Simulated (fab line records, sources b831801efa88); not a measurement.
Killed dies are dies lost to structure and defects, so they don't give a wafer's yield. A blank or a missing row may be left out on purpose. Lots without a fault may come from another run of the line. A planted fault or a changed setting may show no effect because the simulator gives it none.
fab line records | flow sky130
record lots=6 wafers=17 last_day=49
route steps=708 shown CONTACT@421 METAL1@434 PAD_OPEN@708
lots that met no fault: from a run of the same line without faults
start_h: hours from the record's first day to the start of the lot's first wafer shown | wait_h: hours since the lot's step before | " the same as in the row above | L1.1+2: a row that stands for several wafers | - no value, or no start given | * or withheld: withheld | < > ~ a bound
route shown NAME@n: a module of which the file shows steps, and the number in the route of the first | usual: mean/standard deviation of fault-free wafers | same: alike in all rows | chamber/n: place in a boat | sites: the reading at each site | _std_site: their standard deviation | _edge_site: outer sites' mean less inner sites' | radius_mm: how far each site lies from the wafer's centre | mask NAME#n: copy n | behind: the tool/chamber that last shaped the wafer | hold: why the lot was held/for how many hours/how that ended | device: the transistor (n, p or np) that didn't switch | end of line: the same wafers' tests at the end of the route | a step without rows: its recipe alone | killed: dies lost to structure and defects at the first sort, not the wafer's yield | map: a wafer's dies, x killed, . not, _ none there
set.NAME: the setting as run; set.NAME@STEP: as run at that earlier step | model.NAME: the simulator's own value behind a step, which no gauge read
lots at some steps of the route; a table a step, a row a wafer
services: from which hour (start_h, from the record's first day; less than 0 if before it) a tool's chamber was out of use, for how many hours, and why
## steps
# step SKY_CONTACT_OVL_MEAS_15
# usual CONTACT_OVL=0/4.1
# columns lot.wafer tool chamber start_h wait_h CONTACT_OVL[nm]
L109.1 overlay-01 - 741.93 0.1 3
L109.2 " - " " 4
L109.4 " - " " 6
L110.2 overlay-01 - 756.16 0.1 2
L110.3 " - " " -4
L110.5 " - " " 3
L117.2 overlay-01 - 812.79 0.1 -9
L117.3 " - " " -10
L117.6 " - " " -5
L125.2 overlay-02 - 873.66 0.1 -2
L125.3 " - " " -6
L125.5 " - " " -1
L126.1 overlay-01 - 879.48 0.1 -1
L126.3 " - " " -3
L126.5 " - " " 2
L127.2 overlay-01 - 880.38 0.1 -3
L127.5 " - " " 4
# step SKY_CONTACT_ETCH_16
# recipe chemistry=N2/H2 target=BARC ion_energy_ev=200 source_w=500 bias_w=100 pressure_mtorr=30 n2_flow_sccm=100 h2_flow_sccm=200 stop_on=SiO2 time_s=45.9 target_depth_a=600
# usual chamber_pressure_mTorr=29.997/0.029 drypump_motor_current_A=5.7/0.31 h2_flow_sccm=200.0/0.68 oes_product_au=0.855/0.0049 rf_fwd_power_W=493.9/1.7 throttle_valve_pct=13.225/0.0089
# columns lot.wafer tool chamber start_h wait_h chamber_pressure_mTorr drypump_motor_current_A h2_flow_sccm oes_product_au rf_fwd_power_W rf_hours_counter_h throttle_valve_pct
L109.1 rie_diel-01 3 741.97 0.0 30.009 6.2 199.8 0.867 492.1 6 13.227
L109.2 " 0 " " 29.988 5.0 200.9 0.855 496.5 7 13.225
L109.4 " 2 " " 29.996 6.2 199.0 0.864 493.4 10 13.214
L110.2 rie_diel-04 2 756.19 0.0 29.994 5.6 199.0 0.854 489.6 18 13.231
L110.3 " 0 " " 29.958 6.0 200.3 0.859 492.6 5 13.229
L110.5 " 2 " " 30.006 5.6 199.7 0.853 490.4 - 13.241
L117.2 rie_diel-04 0 812.82 0.0 30.055 6.0 200.3 0.856 492.3 6 13.234
L117.3 " 2 " " 30.012 5.6 200.8 0.855 493.2 20 13.223
L117.6 " 2 " " 29.983 5.6 200.2 0.847 492.8 - 13.224
L125.2 rie_diel-04 2 873.69 0.0 29.965 5.6 198.9 0.866 492.9 22 13.230
L125.3 " 3 " " 29.989 5.7 200.1 0.852 493.8 0 13.215
L125.5 " 0 " " 29.958 6.0 200.4 0.855 491.3 - 13.242
L126.1 rie_diel-01 1 879.52 0.0 29.970 5.9 200.4 0.853 490.3 7 13.231
L126.3 " 0 " " 29.977 5.0 200.5 0.849 494.5 11 13.216
L126.5 " 2 " " 29.974 6.2 199.7 0.860 494.0 - 13.207
L127.2 rie_diel-04 1 880.41 0.0 30.023 5.3 199.5 0.859 494.5 13 13.230
L127.5 " 1 " " 29.980 5.3 199.0 0.858 492.4 - 13.230
# step SKY_CONTACT_ETCH_17
# recipe target=SiO2 chemistry=C4F8/O2/Ar stop_on=Si3N4 mask_material=KrF-thick source_w=1500 bias_w=1200 pressure_mtorr=40 c4f8_flow_sccm=withheld O2_flow_sccm=6 Ar_flow_sccm=300 time_s=withheld target_depth_a=3400
# step SKY_CONTACT_ETCH_18
# recipe target=Si3N4 chemistry=CHF3/O2 stop_on=TiN source_w=600 bias_w=200 pressure_mtorr=40 chf3_flow_sccm=50 O2_flow_sccm=5 time_s=39 target_depth_a=750
# usual chamber_pressure_mTorr=40.00/0.037 chf3_flow_sccm=50.01/0.14 drypump_motor_current_A=5.7/0.3 oes_product_au=0.853/0.0068 rf_fwd_power_W=592.2/2.3 throttle_valve_pct=8.792/0.0093
# columns lot.wafer tool chamber start_h wait_h chamber_pressure_mTorr chf3_flow_sccm drypump_motor_current_A oes_product_au rf_fwd_power_W rf_hours_counter_h throttle_valve_pct
L109.1 rie_diel-01 3 - - 40.00 50.20 6.2 0.853 590.4 6 8.789
L109.2 " 0 " " 40.02 50.04 5.0 0.855 593.8 7 8.792
L109.4 " 2 " " 39.96 50.07 6.2 0.853 596.7 10 8.795
L110.2 rie_diel-04 2 - - 39.98 49.87 5.6 0.853 595.0 18 8.801
L110.3 " 0 " " 40.00 50.13 6.0 0.846 589.8 5 8.780
L110.5 " 2 " " 40.00 50.09 5.6 0.857 591.1 - 8.800
L117.2 rie_diel-04 0 - - 40.00 50.22 6.0 0.851 592.1 6 8.807
L117.3 " 2 " " 39.97 49.82 5.6 0.851 591.6 20 8.790
L117.6 " 2 " " 40.00 49.87 5.6 0.873 592.4 - 8.791
L125.2 rie_diel-04 2 - - 40.04 49.73 5.6 0.841 592.8 22 8.792
L125.3 " 3 " " 40.03 50.15 5.8 0.852 591.4 1 8.786
L125.5 " 0 " " 40.06 50.07 6.0 0.855 591.2 - 8.782
L126.1 rie_diel-01 1 - - 40.00 50.11 5.9 0.849 589.0 7 8.805
L126.3 " 0 " " 40.02 50.04 5.0 0.861 594.8 11 8.793
L126.5 " 2 " " 40.01 50.15 6.2 0.861 590.4 - 8.806
L127.2 rie_diel-04 1 - - 40.02 49.87 5.4 0.845 591.4 13 8.804
L127.5 " 1 " " 39.94 50.10 5.3 0.861 591.8 - 8.795
# step SKY_CONTACT_STRIP_19
# recipe chemistry=O2/N2 power_w=1400 pressure_mtorr=1500 platen_temp_c=withheld o2_flow_sccm=3000 n2_flow_sccm=300 overash_fraction=0.5
# usual chamber_pressure_mTorr=1499.8/1.4 drypump_motor_current_A=5.9/0.42 oes_product_au=0.380/0.0046 strip_time_to_endpoint_s=3.614/0.026
# same overash_fraction=0.5
# columns lot.wafer tool chamber start_h wait_h chamber_pressure_mTorr drypump_motor_current_A oes_product_au rf_hours_counter_h strip_time_to_endpoint_s
L109.1 plasma_asher-03 1 742.10 - 1499.1 6.0 0.380 31 3.601
L109.2 " 0 " " 1496.4 5.8 0.376 31 3.589
L109.4 " 0 " " 1497.8 5.8 0.385 - 3.626
L110.2 plasma_asher-03 0 756.33 - 1498.5 5.8 0.375 32 3.645
L110.3 " 0 " " 1498.5 5.8 0.385 - 3.602
L110.5 " 0 " " 1501.6 5.8 0.384 - 3.631
L117.2 plasma_asher-02 0 812.96 - 1500.1 6.6 0.387 64 3.621
L117.3 " 0 " " 1499.2 6.6 0.382 - 3.650
L117.6 " 1 " " 1498.4 5.5 0.387 - 3.643
L125.2 plasma_asher-02 1 873.83 - 1501.2 5.4 0.381 70 3.619
L125.3 " 0 " " 1497.4 6.6 0.383 - 3.652
L125.5 " 1 " " 1499.2 5.4 0.379 - 3.604
L126.1 plasma_asher-02 1 879.65 - 1500.2 5.4 0.376 71 3.614
L126.3 " 0 " " 1501.6 6.6 0.376 - 3.585
L126.5 " 0 " " 1498.9 6.6 0.384 - 3.609
L127.2 plasma_asher-02 1 880.54 - 1501.9 5.5 0.382 71 3.558
L127.5 " 1 " " 1500.4 5.4 0.388 - 3.583
# step SKY_CONTACT_STRIP_20
# recipe chemistry=post_etch_residue_remover time_s=1200 temp_c=72.5
# step SKY_CONTACT_CLEAN_21
# recipe chemistry=IPA time_s=180 temp_c=25
# step SKY_CONTACT_CLEAN_22
# recipe chemistry=O3/DIW dry=n2_spin
# step SKY_CONTACT_SPUTTER_23
# recipe material=TiN target_thk_nm=20 chamber_pressure_pa=5 power_w=4000 time_s=80
# step SKY_CONTACT_CVD_24
# recipe material=W target_thk_nm=340 time_s=102.12 temp_c=400 pressure_torr=40
# usual heater_power_w=847/21
# columns lot.wafer tool chamber start_h wait_h heater_power_w
L109.1 cvd_w-01 0 742.82 0.0 814
L109.2 " 1 " " 855
L109.4 " 1 " " 865
L110.2 cvd_w-02 0 756.99 0.0 856
L110.3 " 1 " " 816
L110.5 " 1 " " 838
L117.2 cvd_w-01 1 813.64 0.0 861
L117.3 " 1 " " 863
L117.6 " 0 " " 803
L125.2 cvd_w-02 0 874.51 0.0 860
L125.3 " 0 " " 859
L125.5 " 1 " " 872
L126.1 cvd_w-02 1 880.34 0.0 847
L126.3 " 0 " " 883
L126.5 " 1 " " 872
L127.2 cvd_w-02 0 881.20 0.0 862
L127.5 " 0 " " 855
# step SKY_CONTACT_RS_MEAS_25
# recipe thk_meas_gauge=four-point-probe reads=W_of_CONTACT_CVD_24+TiN_of_CONTACT_SPUTTER_23
# usual CONTACT_W_RS=0.338/0.0043
# columns lot.wafer tool chamber start_h wait_h CONTACT_W_RS[ohm/sq]
L109.1 film_metro-01 - 742.93 0.1 0.330
L109.2 " - " " 0.341
L109.4 " - " " 0.343
L110.2 film_metro-02 - 757.12 0.1 0.339
L110.3 " - " " 0.339
L110.5 " - " " 0.337
L117.2 film_metro-02 - 813.77 0.1 0.339
L117.3 " - " " 0.341
L117.6 " - " " 0.337
L125.2 film_metro-04 - 874.64 0.1 0.345
L125.3 " - " " 0.339
L125.5 " - " " 0.338
L126.1 film_metro-01 - 880.45 0.1 0.339
L126.3 " - " " 0.340
L126.5 " - " " 0.336
L127.2 film_metro-02 - 881.33 0.1 0.340
L127.5 " - " " 0.340
# step SKY_CONTACT_THK_MEAS_26
# recipe thk_meas_gauge=xrf reads=W_of_CONTACT_CVD_24
# usual CONTACT_W_THK=326/6.1
# columns lot.wafer tool chamber start_h wait_h CONTACT_W_THK[nm]
L109.1 film_metro-01 - 743.05 0.1 340
L109.2 " - " " 329
L109.4 " - " " 327
L110.2 film_metro-02 - 757.23 0.1 327
L110.3 " - " " 326
L110.5 " - " " 327
L117.2 film_metro-02 - 813.88 0.1 326
L117.3 " - " " 326
L117.6 " - " " 330
L125.2 film_metro-04 - 874.75 0.1 318
L125.3 " - " " 322
L125.5 " - " " 323
L126.1 film_metro-01 - 880.57 0.1 329
L126.3 " - " " 328
L126.5 " - " " 333
L127.2 film_metro-02 - 881.44 0.1 320
L127.5 " - " " 321
# step SKY_CONTACT_CMP_27
# recipe stop_on=SiO2 t_overpolish_s=15 down_force_psi=3.5 platen_rpm=60 target_thk_nm=0 pad_velocity_m_s=0.94248
# usual edge_zone_pressure_frac=1.000/0.0055 motor_current_A=11.3/1.4 overpolish_run_s=15.000/0.0088 time_to_endpoint_s=80/3.5
# columns lot.wafer tool chamber start_h wait_h edge_zone_pressure_frac motor_current_A overpolish_run_s time_to_endpoint_s
L109.4 cmp-02 2 743.11 0.0 0.995 12.2 15.000 81
L109.1 " 3 " " 1.000 10.3 14.988 82
L109.2 " 0 " " 1.004 11.9 15.004 85
L110.3 cmp-02 1 757.38 0.1 1.007 9.9 15.000 79
L110.2 " 2 " " 0.997 12.6 14.995 78
L110.5 " 0 " " 1.000 12.1 15.008 79
L117.2 cmp-01 2 813.93 0.0 1.005 10.7 14.991 81
L117.3 " 1 " " 1.004 10.2 14.985 78
L117.6 " 3 " " 0.989 12.2 14.994 82
L125.2 cmp-01 3 874.85 0.1 0.990 12.8 15.001 81
L125.3 " 0 " " 1.001 13.4 14.992 83
L125.5 " 3 " " 0.999 11.9 15.004 82
L126.3 cmp-02 0 880.68 0.1 1.000 11.8 15.003 80
L126.1 " 2 " " 1.002 13.1 0.042 126
L126.5 " 0 " " 0.996 11.7 15.008 80
L127.2 cmp-02 2 881.54 0.1 1.005 12.7 0.044 125
L127.5 " 1 " " 1.000 9.4 15.009 78
# step SKY_METAL1_SPUTTER_00
# recipe material=Ti target_thk_nm=15 power_w=3000 time_s=10 chamber_pressure_pa=0.4
# usual throttle_valve_pct=29.9/1
# columns lot.wafer tool chamber start_h wait_h throttle_valve_pct
L109.1 pvd_sputter-01 - 743.41 0.2 30.0
L109.2 " - " " 29.2
L109.4 " - " " 29.2
L110.2 pvd_sputter-03 - 757.58 0.1 30.1
L110.3 " - " " 29.5
L110.5 " - " " 30.2
L117.2 pvd_sputter-02 - 814.23 0.2 31.8
L117.3 " - " " 30.8
L117.6 " - " " 30.8
L125.2 pvd_sputter-01 - 875.10 0.2 28.5
L125.3 " - " " 29.5
L125.5 " - " " 30.0
L126.3 pvd_sputter-03 - 880.93 0.2 28.6
L126.5 " - " " 29.6
L127.5 pvd_sputter-01 - 881.80 0.1 29.2
# step SKY_PAD_OPEN_PROBE_99
# usual killed_at_M0_to_M3=45/7.3 killed_at_M4_up=3.2/1.8 killed_at_contacts=25/5.5 killed_at_front_end=15/4.2 killed_at_other=0.3/0.69 killed_dies=89/9.4 killed_on_rim=17/3.8 killed_open=49/6.6 killed_short=40/6.4
# same gross_dies=492 killed_at_back_side=0
# columns lot.wafer tool chamber start_h wait_h killed_at_M0_to_M3 killed_at_M4_up killed_at_contacts killed_at_front_end killed_at_other killed_dies killed_on_rim killed_open killed_short
L110.2 prober-02 - 1092.07 0.1 58 5 25 18 0 106 19 56 50
L110.3 prober-02 - 1092.12 0.2 49 5 26 14 0 94 18 60 34
L110.5 prober-02 - 1092.22 0.2 60 2 29 16 0 107 23 60 47
L117.2 prober-01 - 1130.61 0.1 37 3 24 11 0 75 20 42 33
L117.3 prober-01 - 1130.66 0.2 52 6 20 10 0 88 21 43 45
L117.6 prober-01 - 1130.81 0.2 51 5 18 16 1 91 20 54 37
L126.1 prober-02 - 1180.11 0.1 55 2 420 14 1 492 96 62 46
L126.5 prober-02 - 1180.31 0.2 46 2 28 13 0 89 18 46 43
L127.2 prober-01 - 1181.86 0.1 38 1 444 9 0 492 96 39 30
# killed by level:class
L110.2 VIA1:geometric_particle:short=12 VIA1:geometric_particle:open=10 LI_CONTACT:geometric_particle:open=9 VIA3:geometric_particle:open=9 CONTACT:geometric_particle:short=7 VIA2:geometric_particle:open=7 METAL1:geometric_particle:short=6 FIELD_ISO:geometric_particle:short=5
L110.3 VIA3:geometric_particle:open=12 CONTACT:geometric_particle:open=12 VIA1:geometric_particle:open=11 LI_CONTACT:geometric_particle:open=7 METAL1:geometric_particle:short=7 FIELD_ISO:geometric_particle:short=6 METAL4:geometric_particle:short=5 VIA2:geometric_particle:open=5
L110.5 VIA1:geometric_particle:open=14 LI_CONTACT:geometric_particle:open=12 VIA2:geometric_particle:open=9 CONTACT:geometric_particle:open=8 METAL1:geometric_particle:short=8 VIA1:geometric_particle:short=7 VIA3:geometric_particle:open=6 FIELD_ISO:geometric_particle:short=5
L117.2 CONTACT:geometric_particle:open=12 METAL2:geometric_particle:short=8 VIA1:geometric_particle:open=8 VIA2:geometric_particle:open=7 LOCAL_INTERCONNECT:geometric_particle:short=6 VIA3:geometric_particle:open=6 POLY_GATE:geometric_particle:open=4 VIA1:geometric_particle:short=3
L117.3 CONTACT:geometric_particle:open=10 VIA1:geometric_particle:open=8 VIA3:geometric_particle:short=8 VIA1:geometric_particle:short=6 VIA2:geometric_particle:short=5 METAL2:geometric_particle:short=5 VIA2:geometric_particle:open=5 VIA3:geometric_particle:open=5
L117.6 CONTACT:geometric_particle:open=9 VIA1:geometric_particle:open=9 VIA3:geometric_particle:open=9 POLY_GATE:geometric_particle:open=6 METAL1:geometric_particle:short=6 VIA2:geometric_particle:open=5 POLY_GATE:geometric_particle:short=4 VIA3:geometric_particle:short=4
L126.1 CONTACT:area_cmp=384 VIA1:geometric_particle:open=18 CONTACT:geometric_particle:open=12 LI_CONTACT:geometric_particle:open=10 VIA2:geometric_particle:open=9 CONTACT:geometric_particle:short=7 VIA3:geometric_particle:open=6 VIA1:geometric_particle:short=6
L126.5 VIA1:geometric_particle:open=12 CONTACT:geometric_particle:open=11 METAL2:geometric_particle:short=8 VIA1:geometric_particle:short=6 LI_CONTACT:geometric_particle:open=6 CONTACT:geometric_particle:short=5 VIA2:geometric_particle:open=5 POLY_GATE:geometric_particle:short=4
L127.2 CONTACT:area_cmp=422 CONTACT:geometric_particle:open=10 VIA3:geometric_particle:open=7 VIA1:geometric_particle:open=6 VIA2:geometric_particle:open=6 LI_CONTACT:geometric_particle:open=4 CONTACT:geometric_particle:short=4 METAL2:geometric_particle:short=4
# map L126.1 (x killed, . not)
__________xxxxxxxxxx_________
________xxxxxxxxxxxxxx_______
______xxxxxxxxxxxxxxxxxx_____
_____xxxxxxxxxxxxxxxxxxxx____
____xxxxxxxxxxxxxxxxxxxxxx___
___xxxxxxxxxxxxxxxxxxxxxxxx__
__xxxxxxxxxxxxxxxxxxxxxxxxxx_
_xxxxxxxxxxxxxxxxxxxxxxxxxxxx
_xxxxxxxxxxxxxxxxxxxxxxxxxxxx
_xxxxxxxxxxxxxxxxxxxxxxxxxxxx
_xxxxxxxxxxxxxxxxxxxxxxxxxxxx
_xxxxxxxxxxxxxxxxxxxxxxxxxxxx
_xxxxxxxxxxxxxxxxxxxxxxxxxxxx
_xxxxxxxxxxxxxxxxxxxxxxxxxxxx
_xxxxxxxxxxxxxxxxxxxxxxxxxxxx
__xxxxxxxxxxxxxxxxxxxxxxxxxx_
___xxxxxxxxxxxxxxxxxxxxxxxx__
____xxxxxxxxxxxxxxxxxxxxxx___
_____xxxxxxxxxxxxxxxxxxxx____
______xxxxxxxxxxxxxxxxxx_____
________xxxxxxxxxxxxxx_______
__________xxxxxxxxxx_________
# map L127.2 (x killed, . not)
__________xxxxxxxxxx_________
________xxxxxxxxxxxxxx_______
______xxxxxxxxxxxxxxxxxx_____
_____xxxxxxxxxxxxxxxxxxxx____
____xxxxxxxxxxxxxxxxxxxxxx___
___xxxxxxxxxxxxxxxxxxxxxxxx__
__xxxxxxxxxxxxxxxxxxxxxxxxxx_
_xxxxxxxxxxxxxxxxxxxxxxxxxxxx
_xxxxxxxxxxxxxxxxxxxxxxxxxxxx
_xxxxxxxxxxxxxxxxxxxxxxxxxxxx
_xxxxxxxxxxxxxxxxxxxxxxxxxxxx
_xxxxxxxxxxxxxxxxxxxxxxxxxxxx
_xxxxxxxxxxxxxxxxxxxxxxxxxxxx
_xxxxxxxxxxxxxxxxxxxxxxxxxxxx
_xxxxxxxxxxxxxxxxxxxxxxxxxxxx
__xxxxxxxxxxxxxxxxxxxxxxxxxx_
___xxxxxxxxxxxxxxxxxxxxxxxx__
____xxxxxxxxxxxxxxxxxxxxxx___
_____xxxxxxxxxxxxxxxxxxxx____
______xxxxxxxxxxxxxxxxxx_____
________xxxxxxxxxxxxxx_______
__________xxxxxxxxxx_________
## services
# columns tool chamber start_h hours kind
cmp-02 - 744.00 4.0 pm
cmp-02 - 748.00 - consumable_replace:conditioner
cmp-02 - 748.00 - consumable_replace:pad
cvd_w-01 - 768.27 1.0 repair
pvd_sputter-03 - 768.61 11.9 repair
cmp-01 - 787.28 0.5 repair
plasma_asher-03 - 802.61 2.8 pm
cmp-01 - 808.74 3.4 repair
rie_diel-04 3 810.60 13.1 repair
pvd_sputter-02 - 810.82 3.4 repair
rie_diel-01 - 817.17 0.6 repair
rie_diel-01 2 830.32 5.5 repair
rie_diel-04 3 836.33 - clean
rie_diel-04 3 836.33 18.7 scheduled_down
rie_diel-04 3 836.33 18.7 vent_cycle
cmp-01 - 838.26 3.9 pm
rie_diel-01 3 848.14 2.5 repair
pvd_sputter-01 - 855.56 1.3 repair
rie_diel-04 3 859.52 2.9 repair
rie_diel-04 2 860.83 8.7 repair
rie_diel-01 1 871.34 3.6 repair
cvd_w-01 - 877.68 2.2 repair
## key
first_sign step=SKY_CONTACT_CMP_27 reading=overpolish_run_s direction=down sigmas=99+ usual=15.000 struck=0.043
effect step=SKY_CONTACT_CMP_27 reading=time_to_endpoint_s direction=up sigmas=13 usual=* struck=*
effect step=SKY_PAD_OPEN_PROBE_99 reading=killed_at_contacts direction=up sigmas=74 usual=25 struck=432
more_kills_born_at SKY_CONTACT_CMP_27@cmp-02=806
met_at SKY_CONTACT_CMP_27
struck_wafers L126.1,L127.2
later_rows_left_out L126.1,L127.2
tester_left_out L126,L127
onset_between 757.38 880.68
fault kind=process_parameter_drift tool=cmp-02 chamber=- onset_h=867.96 steps=SKY_CONTACT_CMP_27 channel=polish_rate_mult offset=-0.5 shape=step end_h=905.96 scope=struck_wafers_only
# tester_left_out: of these lots the tester's yield and bins aren't shown, on N5 and GAA mostly nor the transistor test; their killed dies are dies lost to structure and defects alone, not to doping, threshold or leakage, so they don't give the yield
# later_rows_left_out: the simulator's readings of these wafers behind a module that went badly wrong aren't trusted and aren't shown, but for the sort
